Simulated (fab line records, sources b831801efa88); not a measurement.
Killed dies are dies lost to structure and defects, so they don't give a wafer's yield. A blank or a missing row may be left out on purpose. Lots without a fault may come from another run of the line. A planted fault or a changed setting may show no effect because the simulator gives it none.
fab line records | flow sky130
record lots=24 wafers=72 last_day=50
route steps=708 shown CONTACT@424 METAL1@436 METAL2@487 VIA2@523
lots that met no fault: from a run of the same line without faults
start_h: hours from the record's first day to the start of the lot's first wafer shown | wait_h: hours since the lot's step before | " the same as in the row above | L1.1+2: a row that stands for several wafers | - no value, or no start given | * or withheld: withheld | < > ~ a bound
route shown NAME@n: a module of which the file shows steps, and the number in the route of the first | usual: mean/standard deviation of fault-free wafers | same: alike in all rows | chamber/n: place in a boat | sites: the reading at each site | _std_site: their standard deviation | _edge_site: outer sites' mean less inner sites' | radius_mm: how far each site lies from the wafer's centre | mask NAME#n: copy n | behind: the tool/chamber that last shaped the wafer | hold: why the lot was held/for how many hours/how that ended | device: the transistor (n, p or np) that didn't switch | end of line: the same wafers' tests at the end of the route | a step without rows: its recipe alone | killed: dies lost to structure and defects at the first sort, not the wafer's yield | map: a wafer's dies, x killed, . not, _ none there
set.NAME: the setting as run; set.NAME@STEP: as run at that earlier step | model.NAME: the simulator's own value behind a step, which no gauge read
steps of the route over a sample of lots; a table a step, a row a wafer
services: from which hour (start_h, from the record's first day; less than 0 if before it) a tool's chamber was out of use, for how many hours, and why
## steps
# step SKY_CONTACT_ETCH_18
# recipe target=Si3N4 chemistry=CHF3/O2 stop_on=TiN source_w=600 bias_w=200 pressure_mtorr=40 chf3_flow_sccm=50 O2_flow_sccm=5 time_s=39 target_depth_a=750
# usual drypump_motor_current_A=5.4/0.36 oes_product_au=0.855/0.0072 throttle_valve_pct=8.794/0.0085
# columns lot.wafer tool chamber start_h wait_h drypump_motor_current_A oes_product_au rf_hours_counter_h throttle_valve_pct
L074.2 rie_diel-01 1 - - 5.5 0.846 3 8.782
L074.3 " 0 " " 5.3 0.854 36 8.788
L074.4 " 2 " " 5.9 0.849 3 8.797
L075.3 rie_diel-04 2 - - 5.0 0.843 14 8.796
L075.4 " 0 " " 4.8 0.857 50 8.811
L075.5 " 3 " " 5.9 0.857 - 8.790
L076.1 rie_diel-01 1 - - 5.5 0.852 4 8.783
L076.2 " 0 " " 5.3 0.844 36 8.803
L076.6 " 0 " " 5.3 0.865 - 8.798
L077.1 rie_diel-04 3 - - 5.9 0.848 11 8.792
L077.5 " 2 " " 5.0 0.862 - 8.802
L077.6 " 3 " " 5.9 0.842 - 8.784
L078.1 rie_diel-04 2 - - 5.0 0.855 15 8.812
L078.2 " 1 " " 5.5 0.854 10 8.790
L078.3 " 3 " " 5.9 0.860 12 8.784
L079.2 rie_diel-04 1 - - 5.5 0.851 11 8.792
L079.5 " 0 " " 4.8 0.858 - 8.805
L079.6 " 3 " " 5.9 0.860 - 8.805
L080.1 rie_diel-02 1 - - 5.7 0.845 13 8.780
L080.3 " 0 " " 5.4 0.843 19 8.803
L080.4 " 2 " " 5.2 0.852 29 8.792
L081.1 rie_diel-04 3 - - 5.9 0.860 13 8.795
L081.3 " 2 " " 5.0 0.847 16 8.791
L081.4 " 1 " " 5.4 0.857 11 8.787
L082.2 rie_diel-01 1 - - 5.5 0.860 6 8.796
L082.5 " 3 " " 5.0 0.865 - 8.797
L082.6 " 2 " " 5.9 0.862 - 8.795
L084.1 rie_diel-01 3 - - 5.0 0.847 1 8.790
L084.3 " 2 " " 5.9 0.863 6 8.784
L084.6 " 3 " " 5.0 0.857 - 8.809
L083.1 rie_diel-04 0 - - 4.8 0.850 1 8.787
L083.3 " 2 " " 5.0 0.851 16 8.788
L083.6 " 0 " " 4.8 0.852 - 8.798
L086.1 rie_diel-01 3 - - 5.0 0.853 2 8.790
L086.2 " 2 " " 5.8 0.855 7 8.805
L086.6 " 3 " " 5.0 0.867 - 8.787
L085.4 rie_diel-02 2 - - 5.3 0.857 30 8.810
L085.5 " 3 " " 5.5 0.858 - 8.790
L085.6 " 0 " " 5.4 0.854 - 8.800
L087.2 rie_diel-01 2 - - 5.9 0.846 7 8.803
L087.4 " 2 " " 5.9 0.859 - 8.786
L087.5 " 1 " " 5.5 0.860 - 8.803
L088.1 rie_diel-01 3 - - 5.0 0.849 3 8.796
L088.4 " 1 " " 5.5 0.871 8 8.797
L088.5 " 3 " " 5.0 0.862 - 8.796
L089.2 rie_diel-01 1 - - 5.5 0.847 8 8.799
L089.5 " 0 " " 5.3 0.855 - 8.786
L089.6 " 3 " " 5.0 0.849 - 8.803
L092.3 rie_diel-04 1 - - 5.5 0.842 14 8.801
L092.4 " 0 " " 4.8 0.862 4 8.790
L092.5 " 2 " " 5.0 0.856 - 8.795
L091.1 rie_diel-02 1 - - 5.7 0.859 15 8.789
L091.3 " 3 " " 5.5 0.856 21 8.793
L091.5 " 2 " " 5.2 0.866 - 8.800
L090.1 rie_diel-04 3 - - 5.9 0.857 16 8.788
L090.5 " 2 " " 5.0 0.853 - 8.795
L090.6 " 3 " " 5.9 0.859 - 8.790
L093.2 rie_diel-04 1 - - 5.4 0.850 15 8.793
L093.3 " 3 " " 5.9 0.851 16 8.790
L093.4 " 2 " " 5.0 0.858 20 8.784
L094.1 rie_diel-01 1 - - 5.5 0.853 9 8.789
L094.4 " 0 " " 5.3 0.859 1 8.807
L094.5 " 1 " " 5.5 0.855 - 8.789
L095.3 rie_diel-01 1 - - 5.5 0.862 10 8.785
L095.4 " 2 " " 5.9 0.870 9 8.814
L095.5 " 0 " " 5.3 0.857 - 8.784
L096.1 rie_diel-02 3 - - 5.5 0.848 22 8.802
L096.3 " 1 " " 5.7 0.859 16 8.782
L096.5 " 0 " " 5.4 0.864 - 8.801
L097.1 rie_diel-01 2 - - 5.9 0.833 10 8.813
L097.2 " 0 " " 5.3 0.844 2 8.782
L097.3 " 3 " " 5.0 0.850 5 8.787
# step SKY_METAL1_SPUTTER_02
# recipe material=AlCu target_thk_nm=250 power_w=10600 time_s=13.3 chamber_pressure_pa=0.4
# usual chamber_pressure_pa=0.4000/0.00081 throttle_valve_pct=29.6/1.1
# columns lot.wafer tool chamber start_h wait_h chamber_pressure_pa throttle_valve_pct
L074.2 pvd_sputter-01 - 728.04 0.0 0.4009 30.7
L074.3 " - " " 0.4003 29.5
L074.4 " - " " 0.4004 29.3
L075.3 pvd_sputter-01 - 739.81 0.0 0.3989 29.1
L075.4 " - " " 0.3993 29.8
L075.5 " - " " 0.3990 29.8
L076.1 pvd_sputter-01 - 745.99 0.0 0.3979 29.7
L076.2 " - " " 0.4017 30.8
L076.6 " - " " 0.3988 29.6
L077.1 pvd_sputter-01 - 751.23 0.0 0.3992 29.3
L077.5 " - " " 0.3993 29.3
L077.6 " - " " 0.4006 29.9
L078.1 pvd_sputter-01 - 758.24 0.0 0.3992 30.6
L078.2 " - " " 0.4006 29.6
L078.3 " - " " 0.3987 29.9
L079.2 pvd_sputter-01 - 802.29 0.0 0.4000 30.6
L079.5 " - " " 0.3998 29.7
L079.6 " - " " 0.3999 29.7
L080.1 pvd_sputter-01 - 804.21 0.0 0.3994 30.4
L080.3 " - " " 0.4009 29.1
L080.4 " - " " 0.4001 29.5
L081.1 pvd_sputter-04 - 805.09 0.0 0.3994 31.0
L081.3 " - " " 0.4009 30.2
L081.4 " - " " 0.4006 30.1
L082.2 pvd_sputter-03 - 807.62 0.0 0.4000 28.0
L082.5 " - " " 0.4003 29.5
L082.6 " - " " 0.3993 30.2
L084.1 pvd_sputter-03 - 811.08 0.0 0.3991 27.7
L084.3 " - " " 0.3982 30.2
L084.6 " - " " 0.3998 27.8
L083.1 pvd_sputter-04 - 814.64 0.0 0.3991 30.5
L083.3 " - " " 0.4007 29.9
L083.6 " - " " 0.4015 30.0
L086.1 pvd_sputter-01 - 827.14 0.0 0.4009 29.1
L086.2 " - " " 0.3991 30.7
L086.6 " - " " 0.4022 29.3
L085.4 pvd_sputter-04 - 834.46 0.0 0.3997 30.1
L085.5 " - " " 0.4007 30.1
L085.6 " - " " 0.4012 27.5
L087.2 pvd_sputter-04 - 836.30 0.0 0.4009 26.9
L087.4 " - " " 0.3995 30.1
L087.5 " - " " 0.4009 27.0
L088.1 pvd_sputter-04 - 853.07 0.0 0.4000 30.7
L088.4 " - " " 0.4000 29.8
L088.5 " - " " 0.4003 30.0
L089.2 pvd_sputter-03 - 875.49 0.0 0.3995 29.4
L089.5 " - " " 0.4001 29.8
L089.6 " - " " 0.3999 27.6
L092.3 pvd_sputter-01 - 887.39 0.0 0.4005 29.5
L092.4 " - " " 0.4009 30.8
L092.5 " - " " 0.4017 29.1
L091.1 pvd_sputter-04 - 888.50 0.0 0.4008 29.9
L091.3 " - " " 0.4002 26.8
L091.5 " - " " 0.4005 30.8
L090.1 pvd_sputter-01 - 888.72 0.0 0.3998 29.7
L090.5 " - " " 0.4000 29.8
L090.6 " - " " 0.3996 29.4
L093.2 pvd_sputter-03 - 899.64 0.0 0.3996 30.3
L093.3 " - " " 0.3992 29.5
L093.4 " - " " 0.3993 27.8
L094.1 pvd_sputter-03 - 904.59 0.0 0.3996 30.2
L094.4 " - " " 0.4013 29.3
L094.5 " - " " 0.4011 29.5
L095.3 pvd_sputter-01 - 912.79 0.0 0.3997 30.7
L095.4 " - " " 0.4006 29.4
L095.5 " - " " 0.3990 29.6
L096.1 pvd_sputter-04 - 913.20 0.0 0.4004 27.4
L096.3 " - " " 0.3986 29.7
L096.5 " - " " 0.3988 30.0
L097.1 pvd_sputter-04 - 932.96 0.0 0.4003 30.9
L097.2 " - " " 0.4006 30.0
L097.3 " - " " 0.3987 30.0
# step SKY_METAL1_SPUTTER_04
# recipe material=TiN target_thk_nm=70 power_w=6500 time_s=58.3 chamber_pressure_pa=0.4
# usual chamber_pressure_pa=0.4000/0.00089 throttle_valve_pct=29.6/1.1
# columns lot.wafer tool chamber start_h wait_h chamber_pressure_pa throttle_valve_pct
L074.2 pvd_sputter-01 - 728.08 0.0 0.4001 30.6
L074.3 " - " " 0.4002 29.7
L074.4 " - " " 0.4008 29.6
L075.3 pvd_sputter-01 - 739.85 0.0 0.4002 29.1
L075.4 " - " " 0.3988 29.7
L075.5 " - " " 0.3985 29.6
L076.1 pvd_sputter-01 - 746.03 0.0 0.4008 29.7
L076.2 " - " " 0.3999 30.7
L076.6 " - " " 0.4007 29.6
L077.1 pvd_sputter-01 - 751.28 0.0 0.3991 29.8
L077.5 " - " " 0.3997 29.5
L077.6 " - " " 0.3991 29.6
L078.1 pvd_sputter-01 - 758.29 0.0 0.3992 30.7
L078.2 " - " " 0.3993 29.7
L078.3 " - " " 0.3994 29.7
L079.2 pvd_sputter-01 - 802.33 0.0 0.4011 30.5
L079.5 " - " " 0.4013 29.6
L079.6 " - " " 0.4005 29.5
L080.1 pvd_sputter-01 - 804.25 0.0 0.3991 30.8
L080.3 " - " " 0.4004 29.2
L080.4 " - " " 0.4000 29.6
L081.1 pvd_sputter-04 - 805.13 0.0 0.3996 30.7
L081.3 " - " " 0.3997 30.0
L081.4 " - " " 0.4007 30.0
L082.2 pvd_sputter-03 - 807.67 0.0 0.4006 27.6
L082.5 " - " " 0.3998 29.6
L082.6 " - " " 0.3999 30.3
L084.1 pvd_sputter-03 - 811.13 0.0 0.4002 27.7
L084.3 " - " " 0.4004 30.3
L084.6 " - " " 0.4001 27.8
L083.1 pvd_sputter-04 - 814.68 0.0 0.4018 30.7
L083.3 " - " " 0.4012 30.2
L083.6 " - " " 0.3996 30.0
L086.1 pvd_sputter-01 - 827.18 0.0 0.3985 29.2
L086.2 " - " " 0.3995 30.3
L086.6 " - " " 0.3977 29.1
L085.4 pvd_sputter-04 - 834.52 0.0 0.4002 29.7
L085.5 " - " " 0.3989 30.2
L085.6 " - " " 0.4004 27.1
L087.2 pvd_sputter-04 - 836.34 0.0 0.4001 27.2
L087.4 " - " " 0.4006 30.2
L087.5 " - " " 0.3993 27.4
L088.1 pvd_sputter-04 - 853.11 0.0 0.3993 30.8
L088.4 " - " " 0.4003 30.2
L088.5 " - " " 0.4012 30.1
L089.2 pvd_sputter-03 - 875.53 0.0 0.4002 29.6
L089.5 " - " " 0.4012 29.9
L089.6 " - " " 0.4015 27.6
L092.3 pvd_sputter-01 - 887.43 0.0 0.3999 29.6
L092.4 " - " " 0.3994 30.9
L092.5 " - " " 0.3994 29.0
L091.1 pvd_sputter-04 - 888.54 0.0 0.4000 30.1
L091.3 " - " " 0.4007 27.4
L091.5 " - " " 0.3996 30.9
L090.1 pvd_sputter-01 - 888.76 0.0 0.3993 29.8
L090.5 " - " " 0.4007 29.4
L090.6 " - " " 0.3995 29.7
L093.2 pvd_sputter-03 - 899.68 0.0 0.3999 29.8
L093.3 " - " " 0.3998 29.3
L093.4 " - " " 0.3989 28.0
L094.1 pvd_sputter-03 - 904.63 0.0 0.4013 30.1
L094.4 " - " " 0.3999 29.5
L094.5 " - " " 0.3999 29.4
L095.3 pvd_sputter-01 - 912.83 0.0 0.3993 30.8
L095.4 " - " " 0.3997 29.6
L095.5 " - " " 0.4001 29.4
L096.1 pvd_sputter-04 - 913.24 0.0 0.4002 27.1
L096.3 " - " " 0.4007 30.3
L096.5 " - " " 0.3992 30.1
L097.1 pvd_sputter-04 - 933.00 0.0 0.4005 30.7
L097.2 " - " " 0.3994 30.1
L097.3 " - " " 0.4009 30.2
# step SKY_METAL2_SPUTTER_04
# recipe material=TiN target_thk_nm=70 power_w=6500 time_s=58.3 chamber_pressure_pa=0.4
# usual chamber_pressure_pa=0.4000/0.00082 throttle_valve_pct=29.6/0.87
# columns lot.wafer tool chamber start_h wait_h chamber_pressure_pa throttle_valve_pct
L074.2 pvd_sputter-02 - 784.20 0.0 0.3996 29.4
L074.3 " - " " 0.4004 29.4
L074.4 " - " " 0.3995 29.1
L075.3 pvd_sputter-01 - 796.07 0.0 0.3992 30.7
L075.4 " - " " 0.4011 29.7
L075.5 " - " " 0.3994 29.3
L076.1 pvd_sputter-02 - 802.11 0.0 0.4000 29.4
L076.2 " - " " 0.4003 30.1
L076.6 " - " " 0.3991 29.2
L077.1 pvd_sputter-02 - 808.59 0.0 0.3991 29.6
L077.5 " - " " 0.3994 29.3
L077.6 " - " " 0.4010 30.0
L078.1 pvd_sputter-01 - 814.94 0.0 0.3986 30.8
L078.2 " - " " 0.3998 29.5
L078.3 " - " " 0.4003 29.3
L079.2 pvd_sputter-01 - 858.72 0.0 0.4003 29.3
L079.5 " - " " 0.3999 29.4
L079.6 " - " " 0.3989 31.0
L080.1 pvd_sputter-02 - 859.38 0.0 0.3997 30.1
L080.3 " - " " 0.4000 29.2
L080.4 " - " " 0.4004 29.2
L081.1 pvd_sputter-01 - 860.49 0.0 0.3988 30.5
L081.3 " - " " 0.4002 29.5
L081.4 " - " " 0.3991 29.3
L082.2 pvd_sputter-04 - 862.87 0.0 0.3994 30.7
L082.5 " - " " 0.3993 30.0
L082.6 " - " " 0.4001 30.2
L084.1 pvd_sputter-04 - 865.03 0.0 0.4003 27.3
L084.3 " - " " 0.3994 30.2
L084.6 " - " " 0.3997 30.6
L083.1 pvd_sputter-02 - 870.23 0.0 0.4011 29.4
L083.3 " - " " 0.4007 29.4
L083.6 " - " " 0.4011 29.1
L086.1 pvd_sputter-04 - 882.18 0.0 0.4005 30.1
L086.2 " - " " 0.4005 30.0
L086.6 " - " " 0.4014 30.8
L085.4 pvd_sputter-02 - 888.84 0.0 0.4013 29.2
L085.5 " - " " 0.4021 30.3
L085.6 " - " " 0.3991 29.3
L087.2 pvd_sputter-04 - 890.86 0.0 0.4003 30.2
L087.4 " - " " 0.3988 30.0
L087.5 " - " " 0.3998 30.9
L088.1 pvd_sputter-04 - 907.31 0.0 0.4016 30.4
L088.4 " - " " 0.3990 29.9
L088.5 " - " " 0.3994 30.0
L089.2 pvd_sputter-02 - 929.17 0.0 0.3999 30.0
L089.5 " - " " 0.3999 29.4
L089.6 " - " " 0.3988 30.1
L092.3 pvd_sputter-02 - 940.65 0.0 0.3991 29.3
L092.4 " - " " 0.4015 29.1
L092.5 " - " " 0.3992 30.1
L091.1 pvd_sputter-02 - 941.31 0.0 0.3999 29.2
L091.3 " - " " 0.3989 29.3
L091.5 " - " " 0.4009 29.2
L090.1 pvd_sputter-01 - 941.67 0.0 0.3999 30.8
L090.5 " - " " 0.3998 29.2
L090.6 " - " " 0.3995 30.7
L093.2 pvd_sputter-04 - 952.92 0.0 0.3998 27.2
L093.3 " - " " 0.4017 30.2
L093.4 " - " " 0.4010 29.6
L094.1 pvd_sputter-02 - 956.25 0.0 0.3996 29.4
L094.4 " - " " 0.4004 29.2
L094.5 " - " " 0.4010 29.2
L095.3 pvd_sputter-04 - 965.10 0.0 0.3995 30.0
L095.4 " - " " 0.4008 30.7
L095.5 " - " " 0.4014 27.3
L096.1 pvd_sputter-02 - 965.58 0.0 0.3992 29.4
L096.3 " - " " 0.3981 29.5
L096.5 " - " " 0.3992 29.7
L097.1 pvd_sputter-04 - 984.77 0.0 0.3987 29.7
L097.2 " - " " 0.3997 30.1
L097.3 " - " " 0.4010 31.0
# step SKY_METAL2_CD_MEAS_15
# recipe target_cd_nm=140
# usual cd_nm=140.2/1.3
# columns lot.wafer tool chamber start_h wait_h cd_nm
L074.2 cd_sem-01 - 811.29 - 138.6
L074.3 " - " " 138.7
L074.4 " - " " 138.9
L075.3 cd_sem-01 - 822.16 - 141.3
L075.4 " - " " 139.6
L075.5 " - " " 141.0
L076.1 cd_sem-01 - 828.21 - 141.6
L076.2 " - " " 140.7
L076.6 " - " " 140.9
L077.1 cd_sem-01 - 834.90 - 142.0
L077.5 " - " " 140.7
L077.6 " - " " 142.1
L078.1 cd_sem-02 - 841.76 - 140.5
L078.2 " - " " 139.9
L078.3 " - " " 140.3
L079.2 cd_sem-01 - 884.37 - 139.5
L079.5 " - " " 140.2
L079.6 " - " " 140.7
L080.1 cd_sem-01 - 885.42 - 140.5
L080.3 " - " " 141.2
L080.4 " - " " 138.1
L081.1 cd_sem-01 - 886.01 - 141.2
L081.3 " - " " 140.5
L081.4 " - " " 141.3
L082.2 cd_sem-01 - 888.32 - 139.9
L082.5 " - " " 140.9
L082.6 " - " " 141.2
L084.1 cd_sem-01 - 890.47 - 141.8
L084.3 " - " " 142.6
L084.6 " - " " 141.1
L083.1 cd_sem-01 - 896.17 - 141.6
L083.3 " - " " 140.7
L083.6 " - " " 139.5
L086.1 cd_sem-01 - 908.25 - 142.1
L086.2 " - " " 139.4
L086.6 " - " " 139.5
L085.4 cd_sem-01 - 915.02 - 141.0
L085.5 " - " " 141.6
L085.6 " - " " 140.8
L087.2 cd_sem-01 - 915.84 - 139.6
L087.4 " - " " 140.6
L087.5 " - " " 140.5
L088.1 cd_sem-01 - 932.76 - 142.3
L088.4 " - " " 141.6
L088.5 " - " " 142.3
L089.2 cd_sem-02 - 952.93 - 138.2
L089.5 " - " " 139.8
L089.6 " - " " 139.0
L092.3 cd_sem-01 - 964.59 - 138.2
L092.4 " - " " 138.7
L092.5 " - " " 138.3
L091.1 cd_sem-02 - 965.56 - 140.6
L091.3 " - " " 141.4
L091.5 " - " " 140.3
L090.1 cd_sem-02 - 965.85 - 141.4
L090.5 " - " " 140.3
L090.6 " - " " 142.2
L093.2 cd_sem-01 - 975.54 - 136.5
L093.3 " - " " 137.2
L093.4 " - " " 138.1
L094.1 cd_sem-02 - 980.30 - 141.1
L094.4 " - " " 140.4
L094.5 " - " " 140.3
L095.3 cd_sem-02 - 988.70 - 139.3
L095.4 " - " " 139.2
L095.5 " - " " 139.7
L096.1 cd_sem-02 - 989.01 - 139.3
L096.3 " - " " 140.6
L096.5 " - " " 140.8
L097.1 cd_sem-02 - 1007.60 - 139.3
L097.2 " - " " 138.8
L097.3 " - " " 139.2
# step SKY_VIA2_STRIP_16
# recipe chemistry=O2/N2 power_w=1400 pressure_mtorr=1500 platen_temp_c=withheld o2_flow_sccm=3000 n2_flow_sccm=300 overash_fraction=0.5
# usual drypump_motor_current_A=5.6/0.38 o2_flow_sccm=3000/8.5 oes_product_au=0.402/0.0041 strip_time_to_endpoint_s=4.139/0.019
# columns lot.wafer tool chamber start_h wait_h drypump_motor_current_A o2_flow_sccm oes_product_au rf_hours_counter_h strip_time_to_endpoint_s
L074.2 plasma_asher-02 1 838.97 0.0 5.0 2996 0.404 41 4.117
L074.3 " 0 " " 6.0 3001 0.401 - 4.156
L074.4 " 1 " " 5.0 3006 0.397 - 4.141
L075.3 plasma_asher-02 1 849.02 0.1 5.0 3001 0.395 - 4.175
L075.4 " 0 " " 6.0 3000 0.400 - 4.156
L075.5 " 0 " " 6.0 3001 0.396 - 4.106
L076.1 plasma_asher-02 1 855.27 0.0 5.0 2993 0.395 42 4.150
L076.2 " 0 " " 6.0 3003 0.401 42 4.148
L076.6 " 0 " " 6.0 2996 0.398 - 4.129
L077.1 plasma_asher-02 0 862.22 0.0 6.0 3001 0.403 43 4.106
L077.5 " 1 " " 5.0 2978 0.400 - 4.115
L077.6 " 0 " " 6.0 3015 0.406 - 4.141
L078.1 plasma_asher-04 0 869.28 0.0 5.8 2988 0.403 12 4.105
L078.2 " 1 " " 5.8 2988 0.400 12 4.146
L078.3 " 1 " " 5.8 3008 0.404 - 4.127
L079.2 plasma_asher-01 0 911.60 0.0 5.5 2998 0.405 110 4.109
L079.5 " 0 " " 5.5 2999 0.401 - 4.141
L079.6 " 1 " " 5.9 3006 0.403 - 4.113
L080.1 plasma_asher-04 1 912.47 0.0 5.8 3015 0.410 16 4.145
L080.3 " 1 " " 5.8 3003 0.402 - 4.124
L080.4 " 0 " " 5.8 3000 0.406 - 4.154
L081.1 plasma_asher-04 0 912.99 0.0 5.8 2995 0.402 16 4.123
L081.3 " 0 " " 5.8 2974 0.406 - 4.122
L081.4 " 1 " " 5.8 2991 0.403 - 4.126
L082.2 plasma_asher-02 1 915.65 0.0 5.0 3000 0.406 49 4.180
L082.5 " 1 " " 5.0 2998 0.400 - 4.166
L082.6 " 0 " " 6.0 2998 0.411 - 4.177
L084.1 plasma_asher-01 1 917.47 0.0 5.9 3013 0.400 111 4.139
L084.3 " 0 " " 5.5 3004 0.407 - 4.179
L084.6 " 0 " " 5.5 2998 0.402 - 4.183
L083.1 plasma_asher-04 1 922.57 0.0 5.8 3009 0.408 17 4.123
L083.3 " 1 " " 5.8 2996 0.404 - 4.133
L083.6 " 1 " " 5.8 3002 0.390 - 4.109
L086.1 plasma_asher-01 1 934.37 0.0 6.0 2988 0.399 112 4.123
L086.2 " 0 " " 5.5 2997 0.406 112 4.127
L086.6 " 0 " " 5.5 2987 0.403 - 4.140
L085.4 plasma_asher-02 0 940.86 0.1 6.0 3009 0.406 - 4.151
L085.5 " 1 " " 5.0 3009 0.401 - 4.157
L085.6 " 0 " " 6.0 3003 0.405 - 4.128
L087.2 plasma_asher-02 1 941.52 0.0 5.0 2994 0.402 51 4.144
L087.4 " 1 " " 5.0 3007 0.408 - 4.138
L087.5 " 1 " " 5.0 3004 0.400 - 4.115
L088.1 plasma_asher-02 1 958.77 0.0 5.0 2991 0.400 53 4.134
L088.4 " 0 " " 5.9 2994 0.399 - 4.130
L088.5 " 1 " " 5.0 3007 0.405 - 4.145
L089.2 plasma_asher-01 1 977.77 0.0 5.9 3004 0.407 117 4.129
L089.5 " 0 " " 5.5 2997 0.405 - 4.111
L089.6 " 1 " " 5.9 2986 0.400 - 4.160
L092.3 plasma_asher-02 0 990.17 0.1 6.0 3007 0.408 - 4.169
L092.4 " 1 " " 5.0 2990 0.402 - 4.125
L092.5 " 1 " " 5.0 3000 0.406 - 4.127
L091.1 plasma_asher-01 0 990.92 0.0 5.5 2999 0.403 118 4.134
L091.3 " 0 " " 5.5 3006 0.398 - 4.141
L091.5 " 1 " " 5.9 2998 0.399 - 4.142
L090.1 plasma_asher-02 1 991.44 0.0 5.0 3016 0.400 56 4.127
L090.5 " 1 " " 5.0 3010 0.404 - 4.146
L090.6 " 0 " " 6.0 3008 0.404 - 4.117
L093.2 plasma_asher-04 0 999.42 0.1 5.8 3002 0.395 25 4.118
L093.3 " 0 " " 5.8 3012 0.403 - 4.127
L093.4 " 1 " " 5.8 3008 0.403 - 4.094
L094.1 plasma_asher-02 0 1003.79 0.0 5.9 2994 0.404 57 4.149
L094.4 " 0 " " 6.0 2985 0.403 - 4.136
L094.5 " 0 " " 6.0 3000 0.405 - 4.149
L095.3 plasma_asher-04 0 1014.66 0.1 5.8 3000 0.400 - 4.147
L095.4 " 1 " " 5.8 3003 0.398 - 4.170
L095.5 " 0 " " 5.8 2993 0.402 - 4.174
L096.1 plasma_asher-01 0 1014.97 0.0 5.5 3001 0.406 120 4.107
L096.3 " 0 " " 5.5 2983 0.390 - 4.145
L096.5 " 0 " " 5.5 3005 0.407 - 4.138
L097.1 plasma_asher-02 0 1032.02 0.0 6.0 3016 0.401 60 4.138
L097.2 " 1 " " 5.0 2993 0.402 60 4.155
L097.3 " 1 " " 5.0 2998 0.405 - 4.161
## services
# columns tool chamber start_h hours kind
rie_diel-01 - 703.18 2.4 repair
pvd_sputter-02 - 714.69 1.1 repair
rie_diel-01 3 716.83 9.0 repair
rie_diel-01 3 735.48 5.8 repair
pvd_sputter-04 - 757.59 7.3 repair
rie_diel-01 2 758.08 2.6 repair
plasma_asher-02 - 775.78 2.8 pm
rie_diel-01 3 790.57 11.1 repair
pvd_sputter-04 - 799.92 4.6 repair
rie_diel-01 0 806.01 16.1 repair
pvd_sputter-01 - 837.86 1.5 repair
pvd_sputter-02 - 850.07 1.9 repair
rie_diel-01 - 863.41 0.3 repair
plasma_asher-02 - 874.32 1.9 repair
rie_diel-01 0 893.94 7.2 repair
pvd_sputter-04 - 925.17 3.5 repair
pvd_sputter-02 - 952.47 1.6 repair
pvd_sputter-03 - 969.74 1.6 repair
rie_diel-01 2 997.33 4.7 repair
rie_diel-01 0 998.51 10.7 repair
pvd_sputter-01 - 1020.04 27.1 repair
rie_diel-01 3 1021.32 1.5 repair
rie_diel-01 0 1021.94 2.9 repair
pvd_sputter-03 - 1025.82 4.5 repair
## key
fault none
